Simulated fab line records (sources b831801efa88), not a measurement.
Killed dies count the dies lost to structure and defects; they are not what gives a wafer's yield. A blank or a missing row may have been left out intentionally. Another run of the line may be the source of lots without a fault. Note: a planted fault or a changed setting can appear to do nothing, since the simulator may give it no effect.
Which of the tools did it? ; flow sky130 ; Sampling: 24 lots, 72 wafers, 6 of 708 route steps

WHAT THE GAUGES SHOWED, per wafer
SKY_FIELD_ISO_BOW_MEAS_00. Usual: INCOMING_BOW typically reads 0 um, with standard deviation 7.4.
lot;measured;on;INCOMING_BOW (um);flag
L074;day 1 10:01;film-metro-03;9 8 -1;
L075;day 1 15:02;film-metro-04;4 0 1;
L076;day 1 20:00;film-metro-04;-11 -1 1;
L077;day 2 01:00;film-metro-04;-11 4 10;
L078;day 2 06:00;film-metro-04;5 1 -16;
L079;day 2 11:01;film-metro-03;-12 6 -6;
L080;day 2 16:04;film-metro-02;16 -7 2;
L081;day 2 21:01;film-metro-03;-6 1 -1;
L082;day 3 02:00;film-metro-04;-8 -3 -10;
L083;day 3 07:00;film-metro-04;-4 9 -4;
L084;day 3 12:00;film-metro-02;-8 -3 -12;
L085;day 3 17:01;film-metro-02;-3 -11 -16;
L086;day 3 22:01;film-metro-04;7 3 4;
L087;day 4 03:01;film-metro-04;9 9 3;
L088;day 4 08:04;film-metro-03;-14 3 -3;
L089;day 4 13:01;film-metro-02;1 -7 1;
L090;day 4 18:00;film-metro-04;0 -1 -4;
L091;day 4 23:01;film-metro-02;-8 5 -5;
L092;day 5 04:00;film-metro-02;-7 -10 5;
L093;day 5 09:00;film-metro-02;4 -1 4;
L094;day 5 14:00;film-metro-02;-2 4 15;
L095;day 5 19:01;film-metro-03;-6 -2 3;
L096;day 6 00:01;film-metro-02;5 -6 -4;
L097;day 6 05:01;film-metro-02;15 5 0;

SKY_SD_N_RS_MEAS_18: measures by four-point-probe. Usual: RES_XHIGH_RS typically reads 333.3 ohm/sq, with standard deviation 1.4.
lot;measured;on;RES_XHIGH_RS (ohm/sq);flag
L074;day 28 05:28;film-metro-01;333.3 333.5 333.4;
L075;day 28 12:59;film-metro-01;334.5 334.6 332.6;
L076;day 28 18:39;film-metro-03;333.9 334.2 332.5;
L077;day 29 00:17;film-metro-01;335.4 333.5 333.0;
L078;day 29 14:18;film-metro-01;333.5 332.2 331.5;
L079;day 29 19:40;film-metro-01;334.4 333.7 334.5;
L080;day 30 01:31;film-metro-01;332.1 334.0 332.8;
L081;day 30 10:43;film-metro-03;334.4 334.8 333.4;
L082;day 30 15:27;film-metro-01;331.3 331.7 332.4;
L083;day 31 03:30;film-metro-01;334.4 334.5 334.4;
L084;day 31 10:46;film-metro-03;333.2 333.4 334.3;
L085;day 32 03:53;film-metro-01;334.3 333.1 333.1;
L086;day 32 04:01;film-metro-02;331.0 330.0 330.6;
L087;day 32 11:58;film-metro-02;332.7 331.7 331.4;
L088;day 32 19:56;film-metro-02;332.5 333.6 332.1;
L089;day 33 01:01;film-metro-03;335.6 334.6 334.5;
L090;day 33 09:10;film-metro-01;331.7 331.7 331.7;
L091;day 33 18:34;film-metro-03;333.7 334.1 333.1;
L092;day 34 01:50;film-metro-01;332.4 333.5 333.5;
L093;day 34 04:11;film-metro-03;334.8 334.6 334.6;
L094;day 34 18:14;film-metro-03;335.0 336.3 334.3;
L095;day 34 23:40;film-metro-03;333.0 333.2 333.0;
L096;day 34 23:58;film-metro-02;331.3 330.8 331.2;
L097;day 35 06:40;film-metro-03;335.8 334.7 336.3;

SKY_VIA4_THK_MEAS_01. Usual: VIA4_HDPCVD_THK typically reads 1751 nm, with standard deviation 17.
lot;measured;on;VIA4_HDPCVD_THK (nm);flag
L074;day 42 02:49;film-metro-03;1729 1725 1725;
L075;day 42 11:30;film-metro-04;1742 1753 1744;
L076;day 42 11:53;film-metro-04;1769 1756 1747;
L077;day 42 19:24;film-metro-03;1747 1726 1749;
L078;day 43 03:29;film-metro-04;1750 1774 1754;
L079;day 43 09:08;film-metro-02;1730 1744 1731;
L080;day 43 13:53;film-metro-03;1767 1762 1762;
L081;day 43 21:47;film-metro-04;1720 1747 1729;
L082;day 44 02:49;film-metro-04;1741 1724 1747;
L083;day 44 11:28;film-metro-03;1711 1729 1731;
L084;day 44 17:45;film-metro-04;1762 1734 1759;
L085;day 45 06:44;film-metro-02;1759 1762 1753;
L086;day 45 06:23;film-metro-03;1754 1739 1743;
L087;day 45 11:41;film-metro-03;1755 1750 1757;
L088;day 45 18:44;film-metro-04;1762 1777 1763;
L089;day 45 23:47;film-metro-02;1747 1741 1747;
L090;day 46 04:04;film-metro-04;1745 1741 1743;
L091;day 46 12:49;film-metro-04;1767 1770 1768;
L092;day 46 19:19;film-metro-04;1772 1755 1779;
L093;day 46 20:50;film-metro-02;1737 1745 1756;
L094;day 47 06:40;film-metro-04;1761 1744 1747;
L095;day 47 11:12;film-metro-04;1770 1767 1752;
L096;day 47 11:46;film-metro-02;1742 1752 1732;
L097;day 47 18:46;film-metro-03;1772 1764 1761;

SKY_PAD_OPEN_BOW_MEAS_13. Usual: PAD_OPEN_BOW typically reads 48 um, with standard deviation 11.
lot;measured;on;PAD_OPEN_BOW (um);flag
L074;day 46 01:12;film-metro-04;60 56 50;
L075;day 46 07:49;film-metro-04;53 46 48;
L076;day 46 09:13;film-metro-04;40 49 49;
L077;day 46 15:16;film-metro-01;35 52 58;
L078;day 46 23:02;film-metro-03;49 45 30;
L079;day 47 03:07;film-metro-03;39 57 47;
L080;day 47 09:17;film-metro-04;77 52 60;
L081;day 47 15:37;film-metro-04;51 58 57;
L082;day 47 20:17;film-metro-04;40 46 40;
L083;day 48 01:34;film-metro-01;48 62 49;
L084;day 48 08:38;film-metro-01;42 47 38;
L085;day 48 19:52;film-metro-01;32 25 19;
L086;day 48 18:36;film-metro-03;60 55 55;
L087;day 48 22:26;film-metro-01;59 62 56;
L088;day 49 06:02;film-metro-03;27 45 37;
L089;day 49 10:41;film-metro-04;54 50 57;
L090;day 49 13:45;film-metro-04;46 44 41;
L091;day 49 20:49;film-metro-03;35 46 39;
L092;day 50 02:14;film-metro-03;39 36 49;
L093;day 50 04:37;film-metro-04;49 46 49;
L094;day 50 10:27;film-metro-01;50 57 70;
L095;day 50 15:08;film-metro-04;29 32 39;
L096;day 50 16:06;film-metro-01;45 36 36;
L097;day 50 20:23;film-metro-03;71 61 56;

EACH LOT AND THE TOOL THAT RAN IT (in order: tool; ch and the chambers of the sampled wafers; start)
lot;SKY_FIELD_ISO_STRIP_16;SKY_VT_ADJUST_HVTR_STRIP_10
L074;plasma-asher-01 ch 0,1, day 2 04:47;plasma-asher-03 ch 0,1, day 9 18:11
L075;plasma-asher-01 ch 0,1, day 2 10:25;plasma-asher-02 ch 0,1, day 10 01:55
L076;plasma-asher-01 ch 0,1, day 2 14:58;plasma-asher-02 ch 0,1, day 10 04:08
L077;plasma-asher-01 ch 0,1, day 2 21:41;plasma-asher-01 ch 0,1, day 10 09:33
L078;plasma-asher-04 ch 0,1, day 3 06:25;plasma-asher-03 ch 0,1, day 10 21:41
L079;plasma-asher-01 ch 0,1, day 3 06:49;plasma-asher-01 ch 0,1, day 11 04:04
L080;plasma-asher-01 ch 0,1, day 3 14:33;plasma-asher-02 ch 0,1, day 11 08:38
L081;plasma-asher-03 ch 1, day 3 16:55;plasma-asher-02 ch 0,1, day 11 13:35
L082;plasma-asher-01 ch 0,1, day 3 21:05;plasma-asher-02 ch 1, day 11 18:38
L083;plasma-asher-01 ch 0,1, day 4 02:41;plasma-asher-01 ch 0,1, day 12 05:17
L084;plasma-asher-03 ch 0,1, day 4 09:29;plasma-asher-01 ch 0,1, day 12 12:59
L085;plasma-asher-01 ch 0,1, day 4 13:35;plasma-asher-01 ch 0,1, day 12 19:32
L086;plasma-asher-03 ch 1, day 4 18:26;plasma-asher-01 ch 1, day 13 02:50
L087;plasma-asher-03 ch 0,1, day 4 23:31;plasma-asher-01 ch 0,1, day 13 12:38
L088;plasma-asher-03 ch 0,1, day 5 07:54;plasma-asher-03 ch 0,1, day 13 19:10
L089;plasma-asher-01 ch 1, day 5 11:17;plasma-asher-01 ch 0,1, day 14 00:40
L090;plasma-asher-04 ch 0,1, day 5 17:52;plasma-asher-03 ch 0,1, day 14 08:05
L091;plasma-asher-03 ch 1, day 5 20:55;plasma-asher-03 ch 0,1, day 14 14:20
L092;plasma-asher-03 ch 0, day 6 03:49;plasma-asher-02 ch 1, day 15 02:14
L093;plasma-asher-03 ch 0,1, day 6 08:16;plasma-asher-01 ch 0,1, day 15 06:20
L094;plasma-asher-04 ch 0,1, day 6 12:17;plasma-asher-01 ch 0,1, day 15 15:05
L095;plasma-asher-04 ch 0, day 6 17:32;plasma-asher-02 ch 0,1, day 15 22:53
L096;plasma-asher-04 ch 0,1, day 6 22:59;plasma-asher-02 ch 0,1, day 16 02:19
L097;plasma-asher-01 ch 0,1, day 7 03:34;plasma-asher-02 ch 0,1, day 16 07:47
- SKY_FIELD_ISO_STRIP_16: strips in O2/N2.
- SKY_VT_ADJUST_HVTR_STRIP_10: strips in O2/N2.

AS READ BY THE TOOLS THEMSELVES (means over the sampled wafers that have a number; for cases with no such wafer, the mark the record gives instead)
SKY_FIELD_ISO_STRIP_16. Usual: drypump-motor-current-A 5.4 A, standard deviation 0.43; oes-product-au 0.378 a.u., standard deviation 0.0046; strip-time-to-endpoint-s 3.542 s, standard deviation 0.025.
lot;tool;drypump-motor-current-A (A);oes-product-au (a.u.);strip-time-to-endpoint-s (s);flag
L074;plasma-asher-01;5.2;0.375;3.540;
L075;plasma-asher-01;5.0;0.377;3.560;
L076;plasma-asher-01;5.3;0.376;3.549;
L077;plasma-asher-01;5.3;0.376;3.518;
L078;plasma-asher-04;5.2;0.377;3.544;
L079;plasma-asher-01;5.2;0.380;3.525;
L080;plasma-asher-01;5.2;0.377;3.532;
L081;plasma-asher-03;5.8;0.377;3.518;
L082;plasma-asher-01;5.2;0.376;3.563;
L083;plasma-asher-01;5.0;0.379;3.577;
L084;plasma-asher-03;5.9;0.378;3.543;
L085;plasma-asher-01;5.2;0.377;3.538;
L086;plasma-asher-03;5.9;0.379;3.521;
L087;plasma-asher-03;5.9;0.377;3.558;
L088;plasma-asher-03;6.0;0.376;3.548;
L089;plasma-asher-01;5.4;0.376;3.559;
L090;plasma-asher-04;5.2;0.379;3.554;
L091;plasma-asher-03;5.9;0.377;3.547;
L092;plasma-asher-03;6.0;0.383;3.541;
L093;plasma-asher-03;5.9;0.378;3.526;
L094;plasma-asher-04;5.2;0.378;3.548;
L095;plasma-asher-04;5.1;0.375;3.523;
L096;plasma-asher-04;5.2;0.378;3.556;
L097;plasma-asher-01;5.2;0.376;3.516;

SKY_VT_ADJUST_HVTR_STRIP_10. Usual: drypump-motor-current-A 5.5 A, standard deviation 0.39; oes-product-au 0.715 a.u., standard deviation 0.0046; strip-time-to-endpoint-s 14.17 s, standard deviation 0.037.
lot;tool;drypump-motor-current-A (A);oes-product-au (a.u.);strip-time-to-endpoint-s (s);flag
L074;plasma-asher-03;5.9;0.714;14.14;
L075;plasma-asher-02;5.6;0.716;14.15;
L076;plasma-asher-02;5.6;0.715;14.24;
L077;plasma-asher-01;5.2;0.709;14.16;
L078;plasma-asher-03;5.9;0.713;14.16;
L079;plasma-asher-01;5.2;0.717;14.20;
L080;plasma-asher-02;5.6;0.713;14.16;
L081;plasma-asher-02;5.7;0.714;14.19;
L082;plasma-asher-02;5.7;0.716;14.18;
L083;plasma-asher-01;5.0;0.719;14.15;
L084;plasma-asher-01;5.0;0.711;14.18;
L085;plasma-asher-01;5.0;0.717;14.13;
L086;plasma-asher-01;5.4;0.713;14.22;
L087;plasma-asher-01;5.0;0.712;14.23;
L088;plasma-asher-03;5.9;0.712;14.14;
L089;plasma-asher-01;5.2;0.715;14.19;
L090;plasma-asher-03;5.9;0.721;14.17;
L091;plasma-asher-03;5.9;0.713;14.15;
L092;plasma-asher-02;5.8;0.715;14.15;
L093;plasma-asher-01;5.2;0.718;14.20;
L094;plasma-asher-01;5.0;0.712;14.17;
L095;plasma-asher-02;5.7;0.717;14.13;
L096;plasma-asher-02;5.6;0.715;14.18;
L097;plasma-asher-02;5.6;0.712;14.17;

THE ANSWER, worked out from the rows above alone
Rule: a lot counts as off when the mean over its wafers that have a number is more than 3 standard deviations away from the usual mean. A lot without any number at a reading at which 4 lots or more have one is off too. All remaining lots with rows at the step are treated as sound. First the gauges in route order, then the tools' own readings, where a lot's mean is used as printed above. The first step at which some lot is off is used, and at that step the reading that is off furthest; a lot without a number counts as furthest.
Nothing can be told from this: no lot is off at any reading shown.

WHAT THE SIMULATOR HAD INSERTED
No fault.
